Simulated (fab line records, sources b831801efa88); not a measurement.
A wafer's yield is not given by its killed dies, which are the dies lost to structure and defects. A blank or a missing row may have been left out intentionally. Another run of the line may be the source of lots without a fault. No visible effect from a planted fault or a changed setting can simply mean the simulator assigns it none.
fab line records	flow sky130
[record] lots = 7	wafers = 21	last-day = 50
route steps=708 shown LI_CONTACT@371 LOCAL_INTERCONNECT@387 PAD_OPEN@708
lots with no fault: from the same line, run without faults
start-h: the number of hours between the record's first day and the start of the first shown wafer of the lot	wait-h: hours from the lot's prior step to this one	" unchanged from the row above	L1.1+2: one row covering several wafers at once	- no value, or no start given	* or withheld: withheld	< > ~ a bound
route shown NAME@n: NAME is a module with steps in the file, n the number in the route of the first one	usual: mean/standard deviation of fault-free wafers	same: alike in all rows	chamber/n: place in a boat	sites: per-site readings	_std_site: how widely they spread, as a standard deviation	_edge_site: inner sites' mean taken away from outer sites' mean	radius-mm: how far each site lies from the wafer's centre	mask NAME#n: copy n	behind: the last tool/chamber to shape the wafer	hold: the reason the lot was held/the length of the hold in hours/how it ended	device: which transistor (n, p or np) failed to switch	end of line: the same wafers' tests at the end of the route	a step without rows: its recipe alone	killed: not the wafer's yield, but the dies lost to structure and defects at the first sort	map: a wafer's dies, x killed, . not, _ none there
set.NAME: the setting as run; set.NAME@STEP: as run at that earlier step	model.NAME: the simulator's own value behind a step, which no gauge read
a table for each step, a row for each wafer; lots at some steps of the route
services: when a tool's chamber went out of use (start-h, in hours from the record's first day, below 0 if earlier), for how many hours, and the reason
[[steps]]
[step SKY_LI_CONTACT_EXPOSE_09]
[recipe] mask-id = LICM1	na = 0.8	source-shape = annular	sigma-inner = 0.55	sigma-outer = 0.85	target-cd-nm = 170	dose-mj = 38
[step SKY_LI_CONTACT_PEB_10]
[recipe] peb-temp-c = withheld	peb-time-s = withheld	resist = KrF-thick
[step SKY_LI_CONTACT_DEVELOP_11]
[recipe] develop-time-s = 60	resist = KrF-thick	dev-temp-c = 21
[step SKY_LI_CONTACT_CD_MEAS_12]
[recipe] target-cd-nm = 170
[usual] cd-nm = 169.8/1.4
lot.wafer	tool	chamber	start-h	wait-h	cd-nm
L630.3	cd-sem-01	-	741.19	-	166.9
L630.4	"	-	"	"	168.1
L630.5	"	-	"	"	167.9
L632.1	cd-sem-02	-	754.80	-	169.6
L632.2	"	-	"	"	170.8
L632.4	"	-	"	"	170.5
L633.2	cd-sem-01	-	756.12	-	172.0
L633.5	"	-	"	"	171.2
L633.6	"	-	"	"	171.2
L634.1	cd-sem-01	-	761.16	-	169.3
L634.3	"	-	"	"	168.5
L634.5	"	-	"	"	169.7
L640.1	cd-sem-01	-	815.67	-	168.8
L640.2	"	-	"	"	169.1
L640.4	"	-	"	"	168.8
L641.1	cd-sem-01	-	833.54	-	168.8
L641.4	"	-	"	"	169.9
L641.5	"	-	"	"	169.6
L642.4	cd-sem-02	-	834.38	-	171.7
L642.5	"	-	"	"	171.2
L642.6	"	-	"	"	171.8
[step SKY_LI_CONTACT_OVL_MEAS_13]
[usual] LI_CONTACT_OVL = 3/6.2
lot.wafer	tool	chamber	start-h	wait-h	LI_CONTACT_OVL[nm]
L630.3	overlay-02	-	741.28	0.1	-12
L630.4	"	-	"	"	-3
L630.5	"	-	"	"	-2
L632.1	overlay-01	-	754.92	0.1	8
L632.2	"	-	"	"	5
L632.4	"	-	"	"	-2
L633.2	overlay-02	-	756.22	0.1	1
L633.5	"	-	"	"	3
L633.6	"	-	"	"	2
L634.1	overlay-02	-	761.28	0.1	-8
L634.3	"	-	"	"	-14
L634.5	"	-	"	"	-9
L640.1	overlay-02	-	815.79	0.1	-5
L640.2	"	-	"	"	-6
L640.4	"	-	"	"	3
L641.1	overlay-01	-	833.66	0.1	10
L641.4	"	-	"	"	8
L641.5	"	-	"	"	5
L642.4	overlay-02	-	834.46	0.1	3
L642.5	"	-	"	"	3
L642.6	"	-	"	"	5
[step SKY_LI_CONTACT_ETCH_14]
[recipe] chemistry = N2/H2	target = BARC	ion-energy-ev = 200	source-w = 500	bias-w = 100	pressure-mtorr = 30	n2-flow-sccm = 100	h2-flow-sccm = 200	stop-on = SiO2	time-s = 45.9	target-depth-a = 600
[step SKY_LI_CONTACT_ETCH_15]
[recipe] target = PSG	chemistry = C4F8/O2/Ar	stop-on = Si	taper-deg = 4.15	mask-material = KrF-thick	source-w = 1500	bias-w = 1200	pressure-mtorr = 40	c4f8-flow-sccm = withheld	O2_flow_sccm = 6	Ar_flow_sccm = 300	time-s = withheld	target-depth-a = 6000
[usual] oes-product-au = 0.837/0.0046
lot.wafer	tool	chamber	start-h	wait-h	oes-product-au
L630.3	rie-diel-01	2	741.34	0.0	0.837
L630.4	"	0	"	"	0.840
L630.5	"	2	"	"	0.834
L632.1	rie-diel-02	2	754.99	0.0	0.832
L632.2	"	3	"	"	0.837
L632.4	"	1	"	"	0.842
L633.2	rie-diel-04	2	756.29	0.0	0.833
L633.5	"	3	"	"	0.838
L633.6	"	2	"	"	0.833
L634.1	rie-diel-02	0	761.36	0.0	0.829
L634.3	"	2	"	"	0.841
L634.5	"	3	"	"	0.836
L640.1	rie-diel-02	3	815.87	0.0	0.832
L640.2	"	1	"	"	0.844
L640.4	"	2	"	"	0.832
L641.1	rie-diel-02	0	833.74	0.0	0.836
L641.4	"	1	"	"	0.832
L641.5	"	2	"	"	0.841
L642.4	rie-diel-04	0	834.52	0.0	0.829
L642.5	"	2	"	"	0.833
L642.6	"	3	"	"	0.835
[step SKY_LI_CONTACT_STRIP_16]
[recipe] chemistry = O2/N2	power-w = 1400	pressure-mtorr = 1500	platen-temp-c = withheld	o2-flow-sccm = 3000	n2-flow-sccm = 300	overash-fraction = 0.5
[usual] drypump-motor-current-A = 5.7/0.4	oes-product-au = 0.376/0.0044	strip-time-to-endpoint-s = 3.49/0.03
lot.wafer	tool	chamber	start-h	wait-h	drypump-motor-current-A	oes-product-au	rf-hours-counter-h	strip-time-to-endpoint-s
L630.3	plasma-asher-02	1	741.46	-	5.4	0.374	-	3.47
L630.4	"	0	"	"	5.4	0.372	-	3.44
L630.5	"	0	"	"	5.5	0.379	-	3.47
L632.1	plasma-asher-02	0	755.08	-	5.5	0.379	29	3.56
L632.2	"	1	"	"	5.4	0.372	29	3.51
L632.4	"	0	"	"	5.4	0.379	-	3.53
L633.2	plasma-asher-03	0	756.38	-	5.3	0.381	90	3.46
L633.5	"	1	"	"	6.4	0.369	-	3.45
L633.6	"	0	"	"	5.3	0.376	-	3.47
L634.1	plasma-asher-03	1	761.44	-	6.4	0.372	91	3.52
L634.3	"	1	"	"	6.4	0.375	-	3.49
L634.5	"	0	"	"	5.3	0.371	-	3.48
L640.1	plasma-asher-04	0	815.96	-	5.5	0.385	8	3.49
L640.2	"	1	"	"	5.6	0.382	8	3.50
L640.4	"	1	"	"	5.6	0.370	-	3.50
L641.1	plasma-asher-03	0	833.82	-	5.3	0.376	97	3.48
L641.4	"	0	"	"	5.3	0.375	-	3.51
L641.5	"	0	"	"	5.3	0.369	-	3.50
L642.4	plasma-asher-04	0	834.64	-	5.6	0.381	-	3.51
L642.5	"	1	"	"	5.6	0.376	-	3.48
L642.6	"	0	"	"	5.5	0.379	-	3.44
[step SKY_LI_CONTACT_CLEAN_17]
[recipe] chemistry = NMP	time-s = 600	temp-c = 60	dry = n2-spin
[step SKY_LI_CONTACT_PRE_CLEAN_18]
[recipe] gas = Ar	time-s = 5.6	bias-v = 358
[step SKY_LI_CONTACT_SPUTTER_19]
[recipe] material = Ti	target-thk-nm = 20	chamber-pressure-pa = 5	power-w = 2500	substrate-temp-c = 200	time-s = 106.37
[usual] throttle-valve-pct = 29.6/1.1
lot.wafer	tool	chamber	start-h	wait-h	throttle-valve-pct
L630.3	pvd-sputter-02	-	741.74	0.0	29.4
L630.4	"	-	"	"	29.4
L630.5	"	-	"	"	30.6
L632.1	pvd-sputter-03	-	755.41	0.0	31.4
L632.2	"	-	"	"	27.9
L632.4	"	-	"	"	28.2
L633.2	pvd-sputter-04	-	756.69	0.0	29.7
L633.5	"	-	"	"	28.7
L633.6	"	-	"	"	31.2
L634.1	pvd-sputter-02	-	761.74	0.0	29.5
L634.3	"	-	"	"	29.3
L634.5	"	-	"	"	29.4
L640.1	pvd-sputter-03	-	816.25	0.0	27.7
L640.2	"	-	"	"	28.3
L640.4	"	-	"	"	31.3
L641.1	pvd-sputter-03	-	834.12	0.0	28.4
L641.4	"	-	"	"	29.8
L641.5	"	-	"	"	27.6
L642.4	pvd-sputter-03	-	834.90	0.0	27.7
L642.5	"	-	"	"	29.8
L642.6	"	-	"	"	28.5
[step SKY_LI_CONTACT_SPUTTER_20]
[recipe] material = TiN	target-thk-nm = 20	chamber-pressure-pa = 5	power-w = 4000	time-s = 80
[usual] throttle-valve-pct = 29.6/1.1
lot.wafer	tool	chamber	start-h	wait-h	throttle-valve-pct
L630.3	pvd-sputter-02	-	741.82	0.0	29.4
L630.4	"	-	"	"	29.5
L630.5	"	-	"	"	30.3
L632.1	pvd-sputter-03	-	755.48	0.0	31.2
L632.2	"	-	"	"	27.5
L632.4	"	-	"	"	28.4
L633.2	pvd-sputter-04	-	756.77	0.0	29.6
L633.5	"	-	"	"	28.7
L633.6	"	-	"	"	31.4
L634.1	pvd-sputter-02	-	761.81	0.0	29.3
L634.3	"	-	"	"	29.5
L634.5	"	-	"	"	29.6
L640.1	pvd-sputter-03	-	816.33	0.0	27.7
L640.2	"	-	"	"	28.3
L640.4	"	-	"	"	31.3
L641.1	pvd-sputter-03	-	834.19	0.0	28.4
L641.4	"	-	"	"	29.9
L641.5	"	-	"	"	27.7
L642.4	pvd-sputter-03	-	834.98	0.0	27.8
L642.5	"	-	"	"	29.9
L642.6	"	-	"	"	28.4
[step SKY_LI_CONTACT_CVD_21]
[recipe] material = W	target-thk-nm = 400	time-s = 120.56	temp-c = 400	pressure-torr = 40
[usual] chamber-pressure-Torr = 40.01/0.091	heater-power-w = 821/34
lot.wafer	tool	chamber	start-h	wait-h	chamber-pressure-Torr	heater-power-w	since-wet-clean-h	model.W_of_LI_CONTACT_CVD_21.thk-nm
L630.3	cvd-w-01	0	741.92	0.1	39.93	803	-	388.6
L630.4	"	1	"	"	39.99	871	-	400.4
L630.5	"	0	"	"	40.03	818	-	390.2
L632.1	cvd-w-01	0	755.54	0.0	39.92	806	852	389.7
L632.2	"	1	"	"	40.04	853	852	401
L632.4	"	0	"	"	39.94	797	-	391.6
L633.2	cvd-w-02	1	756.83	0.0	39.92	765	353	424.6
L633.5	"	1	"	"	39.87	753	-	422.8
L633.6	"	0	"	"	40.01	788	-	404.7
L634.1	cvd-w-02	0	761.87	0.0	39.99	806	358	405.1
L634.3	"	1	"	"	39.90	749	-	422.7
L634.5	"	0	"	"	39.91	781	-	403.2
L640.1	cvd-w-01	0	816.39	0.0	40.04	801	912	186.8
L640.2	"	1	"	"	40.03	851	912	195.1
L640.4	"	0	"	"	39.95	805	-	185.4
L641.1	cvd-w-01	1	834.25	0.0	39.82	887	930	191.7
L641.4	"	1	"	"	39.90	881	-	192
L641.5	"	0	"	"	39.87	806	-	177.4
L642.4	cvd-w-01	1	835.08	0.1	39.94	869	-	198.3
L642.5	"	0	"	"	40.03	807	-	192
L642.6	"	1	"	"	39.99	871	-	194.9
[step SKY_LI_CONTACT_RS_MEAS_22]
[recipe] thk-meas-gauge = four-point-probe	reads = W_of_LI_CONTACT_CVD_21+TiN_of_LI_CONTACT_SPUTTER_20+Ti_of_LI_CONTACT_SPUTTER_19
[usual] LI_CONTACT_W_RS = 0.285/0.0062
lot.wafer	tool	chamber	start-h	wait-h	LI_CONTACT_W_RS[ohm/sq]
L630.3	film-metro-02	-	742.04	0.1	0.293
L630.4	"	-	"	"	0.285
L630.5	"	-	"	"	0.292
L632.1	film-metro-03	-	755.67	0.1	0.292
L632.2	"	-	"	"	0.284
L632.4	"	-	"	"	0.290
L633.2	film-metro-02	-	756.97	0.1	0.268
L633.5	"	-	"	"	0.270
L633.6	"	-	"	"	0.281
L634.1	film-metro-02	-	762.00	0.1	0.281
L634.3	"	-	"	"	0.269
L634.5	"	-	"	"	0.282
L640.1	film-metro-03	-	816.51	0.1	0.612
L640.2	"	-	"	"	0.586
L640.4	"	-	"	"	0.616
L641.1	film-metro-04	-	834.38	0.1	0.597
L641.4	"	-	"	"	0.596
L641.5	"	-	"	"	0.646
L642.4	film-metro-03	-	835.22	0.1	0.577
L642.5	"	-	"	"	0.598
L642.6	"	-	"	"	0.587
[step SKY_LI_CONTACT_THK_MEAS_23]
[recipe] thk-meas-gauge = xrf	reads = W_of_LI_CONTACT_CVD_21
[usual] LI_CONTACT_W_THK = 387/9.5
lot.wafer	tool	chamber	start-h	wait-h	LI_CONTACT_W_THK[nm]
L630.3	film-metro-02	-	742.14	0.1	383
L630.4	"	-	"	"	394
L630.5	"	-	"	"	384
L632.1	film-metro-03	-	755.79	0.1	375
L632.2	"	-	"	"	387
L632.4	"	-	"	"	377
L633.2	film-metro-02	-	757.08	0.1	410
L633.5	"	-	"	"	405
L633.6	"	-	"	"	388
L634.1	film-metro-02	-	762.12	0.1	391
L634.3	"	-	"	"	409
L634.5	"	-	"	"	391
L640.1	film-metro-03	-	816.63	0.1	183
L640.2	"	-	"	"	190
L640.4	"	-	"	"	180
L641.1	film-metro-04	-	834.50	0.1	189
L641.4	"	-	"	"	190
L641.5	"	-	"	"	175
L642.4	film-metro-03	-	835.31	0.1	193
L642.5	"	-	"	"	186
L642.6	"	-	"	"	190
[step SKY_LI_CONTACT_CMP_24]
[recipe] stop-on = PSG	t-overpolish-s = 20	down-force-psi = 3.5	platen-rpm = 60	target-thk-nm = 0	pad-velocity-m-s = 0.94248
[usual] motor-current-A = 11.9/1.5	retaining-ring-pressure-frac = 1.000/0.0052	slurry-flow-ml-min = 150.0/0.43	time-to-endpoint-s = 96/4.5
lot.wafer	tool	chamber	start-h	wait-h	motor-current-A	retaining-ring-pressure-frac	slurry-flow-ml-min	time-to-endpoint-s
L630.3	cmp-02	3	742.18	0.0	10.8	1.004	149.6	90
L630.4	"	2	"	"	12.9	0.998	149.1	91
L630.5	"	0	"	"	9.7	1.008	149.2	93
L632.1	cmp-01	2	755.90	0.1	12.4	0.999	149.5	91
L632.4	"	3	"	"	14.4	0.987	150.7	94
L632.2	"	0	"	"	12.4	0.995	150.1	99
L633.2	cmp-01	0	757.28	0.2	12.0	1.001	149.9	107
L633.5	"	1	"	"	11.9	1.005	149.6	104
L633.6	"	2	"	"	12.6	1.000	149.5	97
L634.1	cmp-01	3	762.28	0.1	14.6	1.002	150.1	98
L634.3	"	0	"	"	12.0	1.001	149.9	108
L634.5	"	2	"	"	12.3	0.993	150.3	99
L640.2	cmp-01	3	816.69	0.0	14.7	1.004	150.2	44
L640.4	"	1	"	"	11.4	1.011	150.3	45
L640.1	"	2	"	"	12.7	0.998	150.3	45
L641.1	cmp-01	0	834.66	0.1	11.3	1.004	150.1	52
L641.4	"	1	"	"	11.9	1.003	149.8	47
L641.5	"	3	"	"	15.0	1.006	150.2	45
L642.4	cmp-02	0	835.44	0.1	9.2	1.000	150.0	48
L642.6	"	2	"	"	12.4	0.999	149.9	45
L642.5	"	3	"	"	10.4	1.003	148.8	45
[step SKY_LOCAL_INTERCONNECT_SPUTTER_00]
[recipe] material = TiN	target-thk-nm = 100	temp-c = 300	power-w = 6500	time-s = 83.3	chamber-pressure-pa = 0.4
[usual] throttle-valve-pct = 29.9/0.85
lot.wafer	tool	chamber	start-h	wait-h	throttle-valve-pct
L630.3	pvd-sputter-04	-	742.48	0.2	28.8
L630.4	"	-	"	"	30.3
L630.5	"	-	"	"	30.2
L632.1	pvd-sputter-02	-	756.15	0.2	30.4
L632.2	"	-	"	"	29.3
L632.4	"	-	"	"	29.5
L633.2	pvd-sputter-02	-	757.43	0.1	29.3
L633.5	"	-	"	"	29.4
L633.6	"	-	"	"	29.8
L634.1	pvd-sputter-01	-	762.48	0.1	28.6
L634.3	"	-	"	"	30.3
L634.5	"	-	"	"	28.7
L640.1	pvd-sputter-04	-	816.99	0.1	29.7
L640.2	"	-	"	"	31.5
L640.4	"	-	"	"	30.5
L641.1	pvd-sputter-02	-	834.86	0.1	29.4
L641.4	"	-	"	"	29.8
L641.5	"	-	"	"	29.4
L642.4	pvd-sputter-04	-	835.68	0.2	31.4
L642.5	"	-	"	"	30.3
L642.6	"	-	"	"	29.7
[step SKY_PAD_OPEN_PROBE_99]
[usual] killed_at_M0_to_M3 = 43/6.6	killed_at_M4_up = 3.1/1.9	killed-at-contacts = 24/5.2	killed-at-front-end = 16/4.5	killed-at-other = 0.4/0.62	killed-dies = 87/9	killed-open = 48/7	killed-short = 39/6.2
[same] gross-dies = 492	killed-at-back-side = 0
lot.wafer	tool	chamber	start-h	wait-h	killed_at_M0_to_M3	killed_at_M4_up	killed-at-contacts	killed-at-front-end	killed-at-other	killed-dies	killed-open	killed-short	model.etest.res-poly.line-ohm-um	model.etest.res-poly.width-nm	model.etest.res-high-po.width-nm	model.etest.res-xhigh-po.width-nm	model.etest.ring_1v8.delay-ps	model.etest.pfet_01v8_hvt.off-log10-a-um
L630.3	prober-01	-	1129.44	0.2	49	3	32	14	0	98	58	40	528.9	92.08	347.2	348.5	21.14	-13.16
L630.4	prober-01	-	1129.49	0.2	42	1	36	10	0	89	51	38	541.5	89.75	343.9	347.5	20.68	-13.15
L630.5	prober-01	-	1129.54	0.2	47	2	22	21	1	93	50	43	527.3	92.02	349.2	349.8	21.33	-13.21
L632.1	prober-01	-	1140.95	0.1	38	4	23	10	1	76	36	40	519.8	92.92	348.5	350.2	21.23	-13.42
L632.2	prober-01	-	1141.00	0.1	47	3	27	19	0	96	64	32	515	93.64	349.1	350.3	21.4	-13.34
L632.4	prober-01	-	1141.10	0.2	42	2	27	18	1	90	47	43	492.9	95.59	349.9	351.1	21.7	-13.57
L633.2	prober-01	-	1143.21	0.1	47	4	23	17	0	91	52	39	514.5	93.08	348.1	349.1	20.66	-12.82
L633.5	prober-01	-	1143.36	0.2	45	1	26	24	1	97	53	43	525.7	91.83	348.1	347.7	20.49	-12.79
L633.6	prober-01	-	1143.41	0.2	37	5	26	25	1	94	53	41	515.3	93.99	349.8	349.5	21.06	-13
L634.1	prober-02	-	1146.52	0.1	49	2	22	16	1	90	42	47	530.1	92.07	348.8	347.7	20.77	-13.04
L634.3	prober-02	-	1146.62	0.2	52	3	28	16	1	100	52	48	499.1	94.51	349.8	348.4	21.52	-13.24
L634.5	prober-02	-	1146.72	0.2	41	2	19	19	0	81	44	37	534.6	90.55	347	346.9	20.86	-13.01
L640.1	prober-02	-	1183.17	0.1	34	4	18	18	0	74	45	29	543	90.08	345.9	345.4	20.54	-13.04
L640.2	prober-02	-	1183.22	0.1	38	5	29	13	1	86	51	34	531.5	90.73	347.5	347	20.84	-13.15
L640.4	prober-02	-	1183.32	0.2	44	1	23	19	0	87	55	32	545.5	88.99	343.2	344.1	20.17	-12.78
L641.1	prober-01	-	1196.56	0.1	39	0	19	17	0	75	47	27	511.3	93.7	349.8	349.8	20.89	-12.98
L641.4	prober-01	-	1196.71	0.2	41	3	27	19	0	90	51	39	501.8	96.98	353.2	353.2	21.81	-13.23
L641.5	prober-01	-	1196.76	0.2	42	2	35	10	0	89	49	40	497.6	98.14	354.7	355.9	22.12	-13.11
L642.4	prober-02	-	1198.21	0.2	34	1	30	17	0	82	44	38	533.6	89.28	345.4	346.1	20.74	-13.16
L642.5	prober-02	-	1198.26	0.2	37	1	21	18	0	77	45	32	526.9	89.89	346.1	345.2	20.82	-13.39
L642.6	prober-02	-	1198.31	0.2	35	3	33	10	1	82	42	40	517	91.11	348.6	347	20.98	-13.41
// killed by level:class
L630.3 CONTACT:geometric-particle:open=14 VIA1:geometric-particle:open=9 LI_CONTACT:geometric-particle:open=8 VIA2:geometric-particle:open=8 VIA1:geometric-particle:short=7 FIELD_ISO:geometric-particle:short=5 VIA3:geometric-particle:open=5 LOCAL_INTERCONNECT:geometric-particle:short=5
L630.4 LI_CONTACT:geometric-particle:open=12 CONTACT:geometric-particle:open=8 VIA1:geometric-particle:open=8 LOCAL_INTERCONNECT:geometric-particle:open=6 CONTACT:geometric-particle:short=6 VIA2:geometric-particle:short=6 METAL1:geometric-particle:short=5 VIA1:geometric-particle:short=5
L630.5 VIA1:geometric-particle:open=11 VIA2:geometric-particle:open=10 LI_CONTACT:geometric-particle:open=7 CONTACT:geometric-particle:open=6 VIA1:geometric-particle:short=6 FIELD_ISO:geometric-particle:short=5 POLY_GATE:geometric-particle:open=4 CONTACT:geometric-particle:short=4
L632.1 VIA1:geometric-particle:open=10 METAL1:geometric-particle:short=9 LOCAL_INTERCONNECT:geometric-particle:short=7 CONTACT:geometric-particle:open=7 LI_CONTACT:geometric-particle:open=4 VIA3:geometric-particle:open=4 FIELD_ISO:geometric-particle:short=3 CONTACT:geometric-particle:short=3
L632.2 VIA3:geometric-particle:open=11 LI_CONTACT:geometric-particle:open=9 CONTACT:geometric-particle:open=8 VIA1:geometric-particle:open=8 VIA2:geometric-particle:open=7 METAL2:geometric-particle:short=6 FIELD_ISO:geometric-particle:open=5 POLY_GATE:geometric-particle:open=5
L632.4 CONTACT:geometric-particle:open=16 VIA1:geometric-particle:open=11 METAL2:geometric-particle:short=7 METAL1:geometric-particle:short=7 FIELD_ISO:geometric-particle:short=6 LI_CONTACT:geometric-particle:open=5 FIELD_ISO:geometric-particle:open=4 POLY_GATE:geometric-particle:open=4
L633.2 VIA1:geometric-particle:open=12 CONTACT:geometric-particle:open=7 VIA2:geometric-particle:open=7 FIELD_ISO:geometric-particle:short=6 FIELD_ISO:geometric-particle:open=5 LI_CONTACT:geometric-particle:open=5 VIA2:geometric-particle:short=5 METAL2:geometric-particle:short=5
L633.5 FIELD_ISO:geometric-particle:open=8 VIA1:geometric-particle:open=8 LI_CONTACT:geometric-particle:open=7 CONTACT:geometric-particle:open=7 VIA2:geometric-particle:open=7 LOCAL_INTERCONNECT:geometric-particle:short=6 CONTACT:geometric-particle:short=6 VIA3:geometric-particle:open=5
L633.6 CONTACT:geometric-particle:open=10 VIA1:geometric-particle:open=9 LI_CONTACT:geometric-particle:open=9 FIELD_ISO:geometric-particle:open=8 POLY_GATE:geometric-particle:short=5 POLY_GATE:geometric-particle:open=5 CONTACT:geometric-particle:short=5 METAL2:geometric-particle:short=5
L634.1 VIA2:geometric-particle:open=11 CONTACT:geometric-particle:open=10 VIA1:geometric-particle:short=8 VIA1:geometric-particle:open=7 FIELD_ISO:geometric-particle:short=6 VIA2:geometric-particle:short=5 CONTACT:geometric-particle:short=5 POLY_GATE:geometric-particle:short=5
L634.3 VIA3:geometric-particle:open=11 CONTACT:geometric-particle:open=10 LI_CONTACT:geometric-particle:open=9 VIA1:geometric-particle:short=8 METAL2:geometric-particle:short=8 VIA2:geometric-particle:open=7 VIA1:geometric-particle:open=6 FIELD_ISO:geometric-particle:short=5
L634.5 CONTACT:geometric-particle:open=11 VIA3:geometric-particle:open=10 VIA1:geometric-particle:short=9 POLY_GATE:geometric-particle:short=7 VIA2:geometric-particle:open=7 FIELD_ISO:geometric-particle:short=6 VIA1:geometric-particle:open=6 METAL3:geometric-particle:short=4
L640.1 METAL1:geometric-particle:short=8 VIA2:geometric-particle:open=7 POLY_GATE:geometric-particle:open=7 LI_CONTACT:geometric-particle:open=7 CONTACT:geometric-particle:open=6 VIA1:geometric-particle:short=5 FIELD_ISO:geometric-particle:open=5 SPACER:geometric-particle:open=3
L640.2 VIA1:geometric-particle:open=12 LI_CONTACT:geometric-particle:open=10 CONTACT:geometric-particle:open=7 VIA2:geometric-particle:open=6 CONTACT:geometric-particle:short=5 METAL2:geometric-particle:short=5 FIELD_ISO:geometric-particle:open=4 POLY_GATE:geometric-particle:open=4
L640.4 VIA2:geometric-particle:open=10 POLY_GATE:geometric-particle:open=8 CONTACT:geometric-particle:open=8 LI_CONTACT:geometric-particle:open=7 VIA1:geometric-particle:open=6 VIA3:geometric-particle:open=6 FIELD_ISO:geometric-particle:short=5 METAL1:geometric-particle:short=4
L641.1 VIA1:geometric-particle:open=14 CONTACT:geometric-particle:open=9 VIA3:geometric-particle:open=6 POLY_GATE:geometric-particle:open=5 LI_CONTACT:geometric-particle:open=5 METAL1:geometric-particle:short=5 SPACER:geometric-particle:short=3 VIA2:geometric-particle:open=3
L641.4 VIA1:geometric-particle:open=12 CONTACT:geometric-particle:open=10 VIA1:geometric-particle:short=8 FIELD_ISO:geometric-particle:open=7 VIA3:geometric-particle:open=7 FIELD_ISO:geometric-particle:short=6 LI_CONTACT:geometric-particle:open=6 LOCAL_INTERCONNECT:geometric-particle:short=5
L641.5 VIA1:geometric-particle:open=15 CONTACT:geometric-particle:open=12 LOCAL_INTERCONNECT:geometric-particle:short=9 METAL1:geometric-particle:short=8 LI_CONTACT:geometric-particle:open=6 VIA3:geometric-particle:open=5 CONTACT:geometric-particle:short=4 VIA2:geometric-particle:open=4
L642.4 CONTACT:geometric-particle:open=14 VIA1:geometric-particle:open=7 LI_CONTACT:geometric-particle:open=6 METAL1:geometric-particle:short=6 VIA1:geometric-particle:short=6 FIELD_ISO:geometric-particle:short=5 VIA2:geometric-particle:open=5 CONTACT:geometric-particle:short=5
L642.5 VIA1:geometric-particle:open=12 LI_CONTACT:geometric-particle:open=8 VIA3:geometric-particle:open=5 POLY_GATE:geometric-particle:short=4 POLY_GATE:geometric-particle:open=4 SPACER:geometric-particle:open=4 LI_CONTACT:geometric-particle:short=4 CONTACT:geometric-particle:open=4
L642.6 LI_CONTACT:geometric-particle:open=10 CONTACT:geometric-particle:open=9 VIA2:geometric-particle:open=6 VIA1:geometric-particle:short=6 LOCAL_INTERCONNECT:geometric-particle:short=5 CONTACT:geometric-particle:short=5 VIA2:geometric-particle:short=5 VIA3:geometric-particle:short=5
[[services]]
tool	chamber	start-h	hours	kind
plasma-asher-04	-	733.75	9.0	pm
plasma-asher-04	0	733.75	9.0	vent-cycle
plasma-asher-04	1	733.75	9.0	vent-cycle
cmp-01	-	744.11	4.0	pm
pvd-sputter-02	-	745.00	10.9	repair
rie-diel-04	2	746.10	5.6	repair
cmp-01	-	748.11	-	consumable-replace:conditioner
cmp-01	-	748.11	-	consumable-replace:pad
plasma-asher-03	-	762.55	14.6	pm
cmp-01	-	765.85	0.3	repair
pvd-sputter-02	0	770.75	-	consumable-replace:kit
pvd-sputter-02	0	770.75	18.0	scheduled-down
pvd-sputter-02	0	770.75	18.0	vent-cycle
rie-diel-01	2	773.41	15.3	repair
pvd-sputter-04	-	794.38	2.2	repair
cmp-01	-	807.95	2.5	repair
cvd-w-02	-	810.75	6.9	pm
pvd-sputter-01	-	815.64	29.9	repair
pvd-sputter-02	-	819.87	9.2	repair
pvd-sputter-02	-	825.27	1.7	repair
pvd-sputter-04	3	832.59	-	consumable-replace:kit
pvd-sputter-04	3	832.59	18.0	scheduled-down
pvd-sputter-04	3	832.59	18.0	vent-cycle
rie-diel-02	-	834.16	2.8	pm
[[key]]
[first-sign] step = SKY_LI_CONTACT_RS_MEAS_22	reading = LI_CONTACT_W_RS	direction = up	sigmas = 51	usual = 0.285	struck = 0.602
[effect] step = SKY_LI_CONTACT_THK_MEAS_23	reading = LI_CONTACT_W_THK	direction = down	sigmas = 21	usual = 387	struck = 186
[effect] step = SKY_LI_CONTACT_CMP_24	reading = time-to-endpoint-s	direction = down	sigmas = 11	usual = *	struck = *
[model-effect] step = SKY_LI_CONTACT_CVD_21	value = W_of_LI_CONTACT_CVD_21.thk-nm	without = 395.8	struck = 190.4
[model-effect] step = SKY_PAD_OPEN_PROBE_99	value = etest.res-poly.line-ohm-um	without = 508.3	struck = 523.1
met-at SKY_LI_CONTACT_CVD_21
struck-wafers L640.1,L640.2,L640.4,L641.1,L641.4,L641.5,L642.4,L642.5,L642.6
tester-left-out L640,L641,L642
onset-between 755.54 816.39
also-fits time
[fault] kind = process-parameter-drift	tool = cvd-w-01	chamber = -	onset-h = 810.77	steps = SKY_LI_CONTACT_CVD_21	channel = target-thk-nm	offset = -205.85	shape = step	end-h = 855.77	acts-in = these-recipes-only	stated = 400
// tester-left-out: of these lots the tester's yield and bins aren't shown, on N5 and GAA mostly nor the transistor test; their killed dies are dies lost to structure and defects alone, not to doping, threshold or leakage, so they don't give the yield
